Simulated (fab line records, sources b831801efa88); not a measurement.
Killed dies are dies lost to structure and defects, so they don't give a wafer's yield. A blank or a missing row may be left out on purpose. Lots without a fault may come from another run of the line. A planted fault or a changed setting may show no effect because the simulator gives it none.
Which tool did it? | flow sky130 | 13 lots, 39 wafers sampled, at 5 steps of a route of 708

WHAT THE GAUGES READ, wafer by wafer
SKY_VT_ADJUST_PCH_OVL_MEAS_07.
lot  | measured     | on         | VT_ADJUST_PCH_OVL (nm)
L627 | day 10 18:19 | overlay-01 | 3.9 2.9 2.7
L628 | day 11 02:59 | overlay-02 | -0.6 1.1 0.2
L629 | day 11 04:23 | overlay-01 | 4.7 4.3 6.0
L630 | day 11 12:55 | overlay-01 | 1.6 1.5 0.4
L631 | day 11 17:52 | overlay-01 | 0.2 -1.2 -1.2
L638 | day 14 18:31 | overlay-01 | 2.9 1.0 1.1
L642 | day 15 06:37 | overlay-02 | 1.5 1.3 2.9
L643 | day 15 08:35 | overlay-01 | 2.5 3.6 2.1
L644 | day 15 10:05 | overlay-01 | 0.5 2.9 2.1
L645 | day 15 18:50 | overlay-01 | -1.1 -0.9 -1.4
L646 | day 16 00:52 | overlay-01 | 2.4 0.7 2.0
L648 | day 16 17:41 | overlay-02 | -0.5 0.2 -0.9
L649 | day 17 04:10 | overlay-01 | 2.8 1.2 -0.6

SKY_SONOS_TUNNEL_CD_MEAS_07: target cd 410 nm.
lot  | measured     | on        | cd_nm (nm)
L627 | day 11 17:55 | cd_sem-01 | 408.3 410.6 408.3
L628 | day 12 03:07 | cd_sem-02 | 409.3 407.8 409.7
L629 | day 12 04:19 | cd_sem-02 | 411.3 410.0 409.9
L630 | day 12 12:32 | cd_sem-02 | 407.4 406.7 405.1
L631 | day 12 17:14 | cd_sem-01 | 408.5 408.3 407.4
L638 | day 15 21:25 | cd_sem-02 | 411.8 412.5 413.6
L642 | day 16 10:23 | cd_sem-01 | 408.2 406.9 408.5
L643 | day 16 12:11 | cd_sem-01 | 408.3 409.1 411.8
L644 | day 16 13:57 | cd_sem-01 | 405.2 405.2 405.6
L645 | day 16 22:38 | cd_sem-01 | 410.6 411.1 411.0
L646 | day 17 04:49 | cd_sem-01 | 409.4 408.5 408.2
L648 | day 17 22:32 | cd_sem-01 | 407.2 410.0 405.7
L649 | day 18 10:04 | cd_sem-02 | 412.3 410.0 409.0

SKY_SONOS_TUNNEL_OVL_MEAS_08.
lot  | measured     | on         | SONOS_TUNNEL_OVL (nm)
L627 | day 11 18:02 | overlay-02 | 0.5 0.5 -0.8
L628 | day 12 03:13 | overlay-01 | 1.8 0.2 0.5
L629 | day 12 04:25 | overlay-01 | -1.7 0.1 1.7
L630 | day 12 12:39 | overlay-01 | 1.4 -0.3 -0.4
L631 | day 12 17:21 | overlay-02 | 0.5 0.5 -0.3
L638 | day 15 21:32 | overlay-01 | -1.4 -1.3 -0.2
L642 | day 16 10:29 | overlay-02 | -1.3 -0.7 -2.4
L643 | day 16 12:17 | overlay-02 | -0.1 2.4 2.0
L644 | day 16 14:03 | overlay-01 | 2.9 1.7 1.2
L645 | day 16 22:45 | overlay-02 | -1.5 0.4 -0.6
L646 | day 17 04:56 | overlay-01 | -0.5 0.9 1.7
L648 | day 17 22:39 | overlay-01 | 1.8 1.7 1.4
L649 | day 18 10:11 | overlay-01 | 2.4 1.0 1.0

SKY_SONOS_ONO_THK_MEAS_01.
lot  | measured     | on            | SONOS_ONO_OXIDATION_THK (nm)
L627 | day 11 20:32 | film_metro-04 | 2.64 2.60 2.58
L628 | day 12 05:07 | film_metro-01 | 2.54 2.55 2.57
L629 | day 12 07:38 | film_metro-03 | 2.55 2.50 2.55
L630 | day 12 14:31 | film_metro-03 | 2.89 2.90 2.87
L631 | day 12 19:13 | film_metro-04 | 2.91 2.81 2.84
L638 | day 15 23:34 | film_metro-04 | 2.61 2.60 2.60
L642 | day 16 12:59 | film_metro-03 | 2.61 2.56 2.59
L643 | day 16 15:58 | film_metro-03 | 2.64 2.60 2.56
L644 | day 16 15:58 | film_metro-01 | 2.58 2.67 2.63
L645 | day 17 00:43 | film_metro-03 | 2.69 2.64 2.71
L646 | day 17 06:48 | film_metro-01 | 2.62 2.62 2.68
L648 | day 18 00:32 | film_metro-01 | 2.68 2.70 2.66
L649 | day 18 12:04 | film_metro-01 | 2.68 2.64 2.73

WHICH TOOL RAN EACH LOT (tool, then ch and the chambers of the sampled wafers, then the start)
lot  | SKY_SONOS_ONO_OXIDATION_00
L627 | furnace-02 ch 0, day 11 19:11
L628 | furnace-02 ch 0, day 12 03:44
L629 | furnace-02 ch 0, day 12 06:16
L630 | furnace-02 ch 0, day 12 13:10
L631 | furnace-02 ch 0, day 12 17:52
L638 | furnace-01 ch 0, day 15 22:13
L642 | furnace-01 ch 0, day 16 11:38
L643 | furnace-02 ch 0, day 16 14:37
L644 | furnace-02 ch 0, day 16 14:37
L645 | furnace-02 ch 0, day 16 23:22
L646 | furnace-02 ch 0, day 17 05:28
L648 | furnace-02 ch 0, day 17 23:11
L649 | furnace-02 ch 0, day 18 10:43
- SKY_SONOS_ONO_OXIDATION_00: stabilise 600 s, purge 300 s, target thk 2.6 nm.

WHAT THE TOOLS THEMSELVES READ (means of the sampled wafers that have a number; where no wafer has one, the mark that the record gives instead)
SKY_SONOS_ONO_OXIDATION_00.
lot  | tool       | spike_tc_bottom_C (C) | spike_tc_centre_C (C) | spike_tc_lower_C (C) | spike_tc_top_C (C) | spike_tc_upper_C (C) | zone_power_lower_pct (%)
L627 | furnace-02 | 820.9                 | 800.4                 | 800.7                | 810.8              | 799.9                | 14.7
L628 | furnace-02 | 821.2                 | 801.6                 | 802.6                | 809.9              | 799.6                | 14.8
L629 | furnace-02 | 819.9                 | 801.5                 | 800.7                | 809.6              | 800.2                | 14.9
L630 | furnace-02 | 828.6                 | 807.3                 | 809.0                | 817.8              | 807.3                | 15.1
L631 | furnace-02 | 827.7                 | 808.9                 | 808.7                | 818.4              | 807.1                | 15.1
L638 | furnace-01 | 816.7                 | 800.4                 | 799.2                | 810.9              | 800.1                | 11.5
L642 | furnace-01 | 816.6                 | 799.9                 | 800.1                | 810.0              | 799.2                | 11.3
L643 | furnace-02 | 820.5                 | 800.7                 | 800.6                | 810.8              | 800.9                | 14.7
L644 | furnace-02 | 820.9                 | 800.3                 | 801.7                | 810.1              | 800.3                | 14.9
L645 | furnace-02 | 820.8                 | 801.8                 | 801.6                | 810.9              | 800.2                | 14.9
L646 | furnace-02 | 819.7                 | 801.3                 | 801.5                | 809.4              | 801.3                | 14.7
L648 | furnace-02 | 820.4                 | 800.2                 | 802.2                | 811.2              | 800.5                | 14.8
L649 | furnace-02 | 819.8                 | 800.8                 | 801.6                | 810.8              | 799.5                | 14.9

THE ANSWER, worked out from the rows above alone
Rule: what is usual is taken from the lots themselves. Put in order of their means at a reading, lots are off if they are a third of the lots or fewer, leave a main group of 4 or more, and stand apart from it by a gap of 3 or more times the standard deviation of the main group's means; of several such gaps the widest counts. A main group whose means are all the same, to the digits that the tables above print for the reading, isn't used. A lot without any number at a reading at which 4 lots or more have one is off too. The other lots that the step has rows for count as sound. The gauges are gone through in route order, then the tools' own readings, and for those a lot's mean is taken as printed above. The first step at which some lot is off is used, and at that step the reading that is off furthest; a lot without a number counts as furthest.
Off: L630, L631, at SKY_SONOS_ONO_THK_MEAS_01 (SONOS_ONO_OXIDATION_THK). The main group: mean 2.62 nm, standard deviation 0.048.
A tool fits if, at a process step before that reading, it ran every lot that is off, and no sound lot after the first of them. The gauges at SKY_SONOS_ONO_THK_MEAS_01 aren't tried: what is off there is off at SKY_SONOS_ONO_OXIDATION_00 too, on other tools, and a gauge's error can't cause that. None of those tried fits.

WHAT THE SIMULATOR HAD PUT IN
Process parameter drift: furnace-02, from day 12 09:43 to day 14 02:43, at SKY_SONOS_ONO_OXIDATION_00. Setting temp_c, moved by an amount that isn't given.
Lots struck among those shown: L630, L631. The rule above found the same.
